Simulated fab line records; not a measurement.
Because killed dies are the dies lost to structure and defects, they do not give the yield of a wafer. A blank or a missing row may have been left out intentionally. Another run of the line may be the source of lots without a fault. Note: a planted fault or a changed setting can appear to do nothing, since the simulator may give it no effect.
Which of the tools did it? | flow sfqLine | 42 wafers from 14 lots sampled at 4 of the route's 325 steps

== WHAT EACH GAUGE READ, for each wafer ==
The record lacks any reading of a measuring or inspecting step that a usual standard deviation could be used to judge.

== WHAT TOOL EACH LOT RAN ON (gives the tool, then ch and the chambers of the sampled wafers, and finally the start) ==
lot  | SFQ_TRILAYER_L0_STRIP_STRIP_009 | SFQ_TRILAYER_I0_DEP_PECVD_027   | SFQ_TRILAYER_I0_VIA_STRIP_STRIP_035 | SFQ_TRILAYER_M1_ETCH_METAL_ETCH_042
L243 | rieMetal-02 ch 0,1, day 5 01:41 | pecvd-03 ch 0, day 13 07:32     | rieMetal-02 ch 0,1, day 19 02:47    | rieMetal-03 ch 1, day 25 23:09
L245 | rieMetal-02 ch 0,1, day 5 10:17 | pecvd-04 ch 0,1, day 13 19:43   | rieMetal-02 ch 0,1, day 20 02:11    | rieMetal-03 ch 0,1, day 26 14:47
L246 | rieMetal-03 ch 0,1, day 5 17:17 | pecvd-04 ch 0,1, day 14 05:08   | rieMetal-01 ch 1, day 20 11:35      | rieMetal-02 ch 0,1, day 26 23:09
L247 | rieMetal-03 ch 0,1, day 5 23:17 | pecvd-02 ch 0,2, day 14 11:40   | rieMetal-02 ch 0,1, day 20 18:47    | rieMetal-04 ch 0,1, day 27 02:45
L248 | rieMetal-03 ch 0,1, day 6 07:42 | pecvd-03 ch 0,1,2, day 14 22:17 | rieMetal-02 ch 0,1, day 21 06:53    | rieMetal-02 ch 0,1, day 27 12:21
L250 | rieMetal-03 ch 0,1, day 6 12:30 | pecvd-03 ch 1,2, day 15 05:04   | rieMetal-04 ch 0,1, day 21 14:05    | rieMetal-02 ch 1, day 27 18:21
L251 | rieMetal-03 ch 0,1, day 6 17:18 | pecvd-02 ch 0,1,2, day 15 07:53 | rieMetal-04 ch 0,1, day 21 18:53    | rieMetal-04 ch 0,1, day 28 00:29
L252 | rieMetal-04 ch 1, day 7 00:30   | pecvd-02 ch 0,2, day 15 16:17   | rieMetal-04 ch 0,1, day 22 04:29    | rieMetal-04 ch 0,1, day 28 05:17
L253 | rieMetal-04 ch 0,1, day 7 07:30 | pecvd-04 ch 0,1, day 16 03:20   | rieMetal-01 ch 0,1, day 22 16:17    | rieMetal-02 ch 0,1, day 28 14:41
L255 | rieMetal-03 ch 0,1, day 7 17:06 | pecvd-03 ch 0,1, day 17 05:17   | rieMetal-01 ch 0,1, day 23 21:05    | rieMetal-04 ch 0,1, day 29 13:29
L256 | rieMetal-02 ch 0,1, day 7 23:18 | pecvd-02 ch 0,1,2, day 18 00:02 | rieMetal-04 ch 1, day 24 18:38      | rieMetal-02 ch 0,1, day 30 08:34
L257 | rieMetal-02 ch 0,1, day 8 05:06 | pecvd-03 ch 0,2, day 18 11:34   | rieMetal-04 ch 0,1, day 25 14:38    | rieMetal-02 ch 0,1, day 30 20:51
L258 | rieMetal-04 ch 0,1, day 8 11:06 | pecvd-04 ch 0,2, day 18 20:23   | rieMetal-04 ch 0,1, day 25 17:15    | rieMetal-04 ch 0,1, day 30 22:03
L259 | rieMetal-04 ch 0,1, day 8 19:30 | pecvd-04 ch 1,2, day 19 04:48   | rieMetal-04 ch 0,1, day 26 02:51    | rieMetal-02 ch 0,1, day 31 06:27
- SFQ_TRILAYER_L0_STRIP_STRIP_009: strips in O2.
- SFQ_TRILAYER_I0_DEP_PECVD_027: deposits SiO2 from SiH4/N2O, time 111.11 s, target thk 500 nm.
- SFQ_TRILAYER_I0_VIA_STRIP_STRIP_035: strips in O2.
- SFQ_TRILAYER_M1_ETCH_METAL_ETCH_042: etches Nb in Cl2/Ar, stops on SiO2, target depth 240 nm, time 120 s.

== WHAT THE TOOLS THEMSELVES READ (means of the sampled wafers that have a number; where no wafer has one, the mark that the record gives instead) ==
SFQ_TRILAYER_L0_STRIP_STRIP_009.
lot  | tool        | drypumpMotorCurrentA (A) | oesProductAu (a.u.)
L243 | rieMetal-02 | 5.9                      | 1.008
L245 | rieMetal-02 | 6.2                      | 1.003
L246 | rieMetal-03 | 5.9                      | 1.004
L247 | rieMetal-03 | 5.9                      | 1.006
L248 | rieMetal-03 | 5.8                      | 1.003
L250 | rieMetal-03 | 5.9                      | 1.003
L251 | rieMetal-03 | 5.8                      | 1.004
L252 | rieMetal-04 | 5.3                      | 1.006
L253 | rieMetal-04 | 5.7                      | 0.996
L255 | rieMetal-03 | 5.9                      | 1.000
L256 | rieMetal-02 | 6.2                      | 0.991
L257 | rieMetal-02 | 5.9                      | 0.998
L258 | rieMetal-04 | 5.7                      | 0.993
L259 | rieMetal-04 | 5.7                      | 0.997

SFQ_TRILAYER_I0_DEP_PECVD_027.
lot  | tool     | heaterPowerW (W) | throttleValvePct (%)
L243 | pecvd-03 | 62               | 24.2
L245 | pecvd-04 | 85               | 22.6
L246 | pecvd-04 | 77               | 23.1
L247 | pecvd-02 | 91               | 25.4
L248 | pecvd-03 | 81               | 24.0
L250 | pecvd-03 | 90               | 24.0
L251 | pecvd-02 | 86               | 25.8
L252 | pecvd-02 | 59               | 25.8
L253 | pecvd-04 | 82               | 23.3
L255 | pecvd-03 | 73               | 24.4
L256 | pecvd-02 | 85               | 25.8
L257 | pecvd-03 | 84               | 23.9
L258 | pecvd-04 | 85               | 23.0
L259 | pecvd-04 | 81               | 23.4

SFQ_TRILAYER_I0_VIA_STRIP_STRIP_035.
lot  | tool        | drypumpMotorCurrentA (A) | oesProductAu (a.u.)
L243 | rieMetal-02 | 5.9                      | 0.992
L245 | rieMetal-02 | 5.9                      | 0.990
L246 | rieMetal-01 | 6.0                      | 0.994
L247 | rieMetal-02 | 5.9                      | 1.000
L248 | rieMetal-02 | 5.9                      | 1.005
L250 | rieMetal-04 | 5.5                      | 0.986
L251 | rieMetal-04 | 5.7                      | 0.996
L252 | rieMetal-04 | 5.7                      | 0.997
L253 | rieMetal-01 | 5.8                      | 0.995
L255 | rieMetal-01 | 5.9                      | 0.990
L256 | rieMetal-04 | 5.3                      | 0.991
L257 | rieMetal-04 | 5.5                      | 0.996
L258 | rieMetal-04 | 5.7                      | 1.002
L259 | rieMetal-04 | 5.5                      | 0.996

SFQ_TRILAYER_M1_ETCH_METAL_ETCH_042.
lot  | tool        | drypumpMotorCurrentA (A) | oesProductAu (a.u.) | runLengthS (s)
L243 | rieMetal-03 | 6.1                      | 0.881               | 147.9
L245 | rieMetal-03 | 6.0                      | 0.896               | 148.0
L246 | rieMetal-02 | 6.2                      | 0.898               | 148.0
L247 | rieMetal-04 | 5.7                      | 0.892               | 148.7
L248 | rieMetal-02 | 6.2                      | 0.879               | 148.0
L250 | rieMetal-02 | 6.5                      | 0.888               | 147.8
L251 | rieMetal-04 | 5.6                      | 0.896               | 148.2
L252 | rieMetal-04 | 5.6                      | 0.887               | 148.4
L253 | rieMetal-02 | 6.2                      | 0.891               | 147.8
L255 | rieMetal-04 | 5.7                      | 0.897               | 148.5
L256 | rieMetal-02 | 5.9                      | 0.896               | 148.0
L257 | rieMetal-02 | 5.9                      | 0.873               | 153.4
L258 | rieMetal-04 | 5.7                      | 0.904               | 148.6
L259 | rieMetal-02 | 5.9                      | 0.868               | 153.7

== THE ANSWER, worked out from the rows above alone ==
Rule: usual is defined by the lots themselves. The widest of any qualifying gaps counts: lots, ordered by their means at a reading, are off when they make up no more than a third of the lots, leave a main group of 4 or more, and stand apart from it by 3 or more times the standard deviation of that group's means. Not used: any main group whose means are identical at the precision the tables above print for the reading. Also off: a lot with no number at a reading for which 4 or more lots have one. The other lots that the step has rows for count as sound. First the gauges in route order, then the tools' own readings, where a lot's mean is used as printed above. At the first step where some lot is off, the reading lying furthest off is the one used; lots without a number count as furthest.
Off: L257, L259 (SFQ_TRILAYER_M1_ETCH_METAL_ETCH_042, runLengthS). The main group has a mean of 148.2 s with a standard deviation of 0.3.
A tool fits if, at that step or a process step before it, it ran every lot that is off, and no sound lot after the first of them. One fits: rieMetal-02 at SFQ_TRILAYER_M1_ETCH_METAL_ETCH_042. Its last sound lot is L256 (day 30 08:34), its first lot that is off L257 (day 30 20:51): a fault that began between those two fits.
On the lots that are off, the tool's own readings at SFQ_TRILAYER_M1_ETCH_METAL_ETCH_042 differ by more than 5 times the standard deviation of the sound lots' means, which bears it out; runLengthS reads 153.6 s there versus 148.2 s on the sound lots.

== WHAT THE SIMULATOR PUT IN ==
rieMetal-02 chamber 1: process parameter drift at SFQ_TRILAYER_M1_ETCH_METAL_ETCH_042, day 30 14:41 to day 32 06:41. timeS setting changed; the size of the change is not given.
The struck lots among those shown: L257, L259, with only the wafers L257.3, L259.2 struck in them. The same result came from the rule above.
